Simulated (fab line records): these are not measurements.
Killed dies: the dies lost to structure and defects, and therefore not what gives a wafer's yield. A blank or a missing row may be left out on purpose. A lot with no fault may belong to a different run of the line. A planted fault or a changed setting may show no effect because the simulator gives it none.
Which tool is to blame? -- flow gf180mcu -- 36 wafers from 13 lots sampled at 5 of the route's 602 steps

## WHAT EACH GAUGE READ, for each wafer
GF_M3_CD_MEAS_14 targets a cd of 280 nm. Usual: cd-nm at 279.7 nm, with a standard deviation of 1.3.
lot,measured,on,cd-nm (nm),flag
L426,day 21 09:25,cd-sem-02,278.3 278.6 278.0,
L427,day 21 17:53,cd-sem-01,278.4 278.7 278.3,
L428,day 22 05:00,cd-sem-01,279.6 279.1 278.8,
L435,day 24 16:58,cd-sem-02,282.7 281.9,
L436,day 24 18:53,cd-sem-02,280.7 281.2,
L437,day 25 14:36,cd-sem-02,280.0 280.0,
L439,day 25 19:51,cd-sem-02,280.0 280.4 279.2,
L440,day 26 05:44,cd-sem-02,279.2 278.9 280.4,
L444,day 27 11:40,cd-sem-01,280.2 280.3 279.6,
L445,day 27 18:14,cd-sem-02,279.6 279.7 280.0,
L446,day 27 20:54,cd-sem-02,281.1 281.6 282.0,
L447,day 28 05:17,cd-sem-02,281.5 279.6 280.1,
L448,day 28 12:47,cd-sem-01,278.1 278.1 277.8,

GF_PASSIVATION_THK_MEAS_03. Usual: PASSIVATION_CVD_02_THK 702 nm, standard deviation 11.
lot,measured,on,PASSIVATION_CVD_02_THK (nm),flag
L426,day 28 04:16,film-metro-04,712 698 710,
L427,day 28 10:43,film-metro-02,681 702 717,
L428,day 28 21:38,film-metro-04,695 685 709,
L435,day 30 21:53,film-metro-03,356 690,OFF
L436,day 31 00:35,film-metro-03,361 358,OFF
L437,day 31 17:24,film-metro-02,360 367,OFF
L439,day 31 20:33,film-metro-03,686 694 702,
L440,day 32 04:32,film-metro-03,705 716 716,
L444,day 33 04:14,film-metro-04,683 693 714,
L445,day 33 10:05,film-metro-04,701 694 722,
L446,day 33 11:43,film-metro-03,707 700 721,
L447,day 33 17:37,film-metro-03,696 706 716,
L448,day 34 00:46,film-metro-04,695 711 707,

## EACH LOT AND THE TOOL THAT RAN IT (in order: tool; ch and the chambers of the sampled wafers; start)
lot,GF_V3_ETCH_17,GF_M4_SPUTTER_03,GF_PASSIVATION_CVD_02
L426,"rie-diel-03 ch 0,1,2, day 22 11:52 or earlier","pvd-sputter-04, day 22 11:52","pecvd-02 ch 0,1, day 28 03:58"
L427,"rie-diel-02 ch 0,1, day 22 19:49 or earlier","pvd-sputter-03, day 22 19:49","pecvd-02 ch 0,1, day 28 10:26"
L428,"rie-diel-03 ch 0,1,3, day 23 07:11 or earlier","pvd-sputter-01, day 23 07:11","pecvd-02 ch 1,2, day 28 21:21"
L435,"rie-diel-04 ch 0,1, day 25 17:19 or earlier","pvd-sputter-04, day 25 17:19","pecvd-02 ch 0,2, day 30 21:35"
L436,"rie-diel-02 ch 0,3, day 25 19:25 or earlier","pvd-sputter-03, day 25 19:25","pecvd-02 ch 1,2, day 31 00:18"
L437,"rie-diel-02 ch 0,2, day 26 15:19 or earlier","pvd-sputter-03, day 26 15:19","pecvd-02 ch 1,2, day 31 17:07"
L439,"rie-diel-02 ch 0,1,3, day 26 20:08 or earlier","pvd-sputter-01, day 26 20:08","pecvd-01 ch 0,2, day 31 20:16"
L440,"rie-diel-04 ch 1,2, day 27 05:19 or earlier","pvd-sputter-03, day 27 05:19","pecvd-04 ch 1,2, day 32 04:14"
L444,"rie-diel-02 ch 0,1,3, day 28 10:08 or earlier","pvd-sputter-01, day 28 10:08","pecvd-01 ch 0,2, day 33 03:48"
L445,"rie-diel-02 ch 0,1,2, day 28 16:34 or earlier","pvd-sputter-01, day 28 16:34","pecvd-04 ch 0,1,2, day 33 09:48"
L446,"rie-diel-04 ch 0,2,3, day 28 19:40 or earlier","pvd-sputter-04, day 28 19:40","pecvd-04 ch 0,1, day 33 11:25"
L447,"rie-diel-02 ch 1,2, day 29 03:27 or earlier","pvd-sputter-04, day 29 03:27","pecvd-04 ch 0,1,2, day 33 17:19"
L448,"rie-diel-02 ch 0,2, day 29 11:04 or earlier","pvd-sputter-04, day 29 11:04","pecvd-01 ch 1,2, day 34 00:28"
- GF_V3_ETCH_17: etches SiO2 in C4F8/O2/Ar, stops on TiN, target depth 635 nm.
- GF_M4_SPUTTER_03: material Ti, target thk 10 nm, time 6.7 s.
- GF_PASSIVATION_CVD_02: deposits Si3N4, target thk 700 nm, time 486.18 s.

## WHAT THE TOOLS THEMSELVES READ (means of the sampled wafers that have a number; where no wafer has one, the mark that the record gives instead)
GF_V3_ETCH_17. Usual: chamber-pressure-mTorr 40.01 mTorr, standard deviation 0.036; oes-product-au 0.857 a.u., standard deviation 0.0044.
lot,tool,chamber-pressure-mTorr (mTorr),oes-product-au (a.u.),flag
L426,rie-diel-03,40.03,0.859,
L427,rie-diel-02,39.99,0.859,
L428,rie-diel-03,40.00,0.856,
L435,rie-diel-04,40.06,0.856,
L436,rie-diel-02,40.02,0.861,
L437,rie-diel-02,40.00,0.857,
L439,rie-diel-02,40.01,0.859,
L440,rie-diel-04,40.02,0.856,
L444,rie-diel-02,39.95,0.853,
L445,rie-diel-02,40.03,0.854,
L446,rie-diel-04,40.00,0.856,
L447,rie-diel-02,40.00,0.856,
L448,rie-diel-02,39.99,0.857,

GF_M4_SPUTTER_03. Usual: throttle-valve-pct at 30.2 %, with a standard deviation of 1.
lot,tool,throttle-valve-pct (%),flag
L426,pvd-sputter-04,31.2,
L427,pvd-sputter-03,30.0,
L428,pvd-sputter-01,30.3,
L435,pvd-sputter-04,31.0,
L436,pvd-sputter-03,30.0,
L437,pvd-sputter-03,30.4,
L439,pvd-sputter-01,30.0,
L440,pvd-sputter-03,30.1,
L444,pvd-sputter-01,29.5,
L445,pvd-sputter-01,30.0,
L446,pvd-sputter-04,30.8,
L447,pvd-sputter-04,30.8,
L448,pvd-sputter-04,30.4,

GF_PASSIVATION_CVD_02. Usual: heater-power-w at 659 W, with a standard deviation of 93.
lot,tool,heater-power-w (W),flag
L426,pecvd-02,589,
L427,pecvd-02,595,
L428,pecvd-02,592,
L435,pecvd-02,641,
L436,pecvd-02,626,
L437,pecvd-02,572,
L439,pecvd-01,694,
L440,pecvd-04,773,
L444,pecvd-01,667,
L445,pecvd-04,665,
L446,pecvd-04,739,
L447,pecvd-04,748,
L448,pecvd-01,716,

## THE ANSWER, worked out from the rows above alone
Rule: a lot is off if the mean of its wafers that have a number lies more than 3 standard deviations from the usual mean. Also off: a lot with no number at a reading for which 4 or more lots have one. The other lots that the step has rows for count as sound. After the gauges, taken in route order, come the tools' own readings; for these a lot's mean is taken, as printed above. At the first step where some lot is off, the reading lying furthest off is the one used; lots without a number count as furthest.
Off: L435, L436, L437, at GF_PASSIVATION_THK_MEAS_03 (PASSIVATION_CVD_02_THK).
If a tool, at a process step before that reading, ran all the lots that are off and no sound lot after the first of them, it fits. Gauges at GF_PASSIVATION_THK_MEAS_03: tried the same way as those tools. With no start given for some of its lots, GF_V3_ETCH_17 uses the hours and lot order of GF_M4_SPUTTER_03. One fits: pecvd-02 at GF_PASSIVATION_CVD_02. A fault onset in the window from L428 (day 28 21:21, its last sound lot) to L435 (day 30 21:35, its first lot off) fits.

## WHAT THE SIMULATOR PUT IN
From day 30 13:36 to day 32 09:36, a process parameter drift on pecvd-02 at GF_PASSIVATION_CVD_02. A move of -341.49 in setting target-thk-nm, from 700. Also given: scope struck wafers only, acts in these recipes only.
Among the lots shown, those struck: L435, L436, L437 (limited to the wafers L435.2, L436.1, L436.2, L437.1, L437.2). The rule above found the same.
